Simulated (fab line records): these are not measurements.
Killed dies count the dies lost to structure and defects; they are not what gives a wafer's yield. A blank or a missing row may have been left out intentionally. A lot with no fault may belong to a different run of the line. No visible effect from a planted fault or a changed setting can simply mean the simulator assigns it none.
One fault through the eyes of 2 desks -- flow gf180mcu -- each desk has only its own numbers; what lay behind them comes last

== FOR THE TOOL OWNER'S DESK: pvd_sputter-02 ==
The tool's own readings at GF_SALICIDE_SPUTTER_02 (material Co, target thk 10 nm, time 20 s): means of the sampled wafers that have a number, for each lot that ran on this tool. A lot is out of limits, marked OUT, if its mean lies more than 4 standard deviations from the usual mean; the brackets give that distance.
Columns: A = throttle_valve_pct at GF_SALICIDE_SPUTTER_02, usual 29.6 %
lot,first seen here,A
L102,day 18 13:32,30.6
L103,day 18 22:49,30.2
L113,day 22 14:51,30.7
This desk's finding: nothing out of limits on any of the 3 lots.

== THE METROLOGY DESK ==
What the gauges read for every lot (on any tool): the sampled wafers with a number, averaged. A lot is out of limits, marked OUT, if its mean lies more than 4 standard deviations from the usual mean; the brackets give that distance.
Columns: A = cd_nm at GF_SAB_CD_MEAS_09, usual 420.7 nm; B = SAB_OVL at GF_SAB_OVL_MEAS_10, usual 0.4 nm; C = SALICIDE_TIN_RS at GF_SALICIDE_RS_MEAS_04, usual 16.3 ohm/sq; D = SALICIDE_TIN_THK at GF_SALICIDE_THK_MEAS_05, usual 19.79 nm
lot,first seen here,A,B,C,D
L102,day 18 13:03,419.3,-0.4,15.6,19.64
L103,day 18 22:20,422.9,0.3,15.6,20.23
L108,day 20 21:14,423.2,1.0,16.8,19.33
L110,day 21 12:49,422.8,0.8,16.5,19.85
L113,day 22 14:19,418.5,1.6,16.6,20.00
L116,day 23 12:09,424.8,0.4,16.0,19.89
This desk's finding: nothing out of limits on any of the 6 lots.

== TAKEN TOGETHER ==
The desk of the tool owner found nothing out of limits.
From the metrology desk's view, nothing was out of limits.

== WHAT THE SIMULATOR HAD INSERTED ==
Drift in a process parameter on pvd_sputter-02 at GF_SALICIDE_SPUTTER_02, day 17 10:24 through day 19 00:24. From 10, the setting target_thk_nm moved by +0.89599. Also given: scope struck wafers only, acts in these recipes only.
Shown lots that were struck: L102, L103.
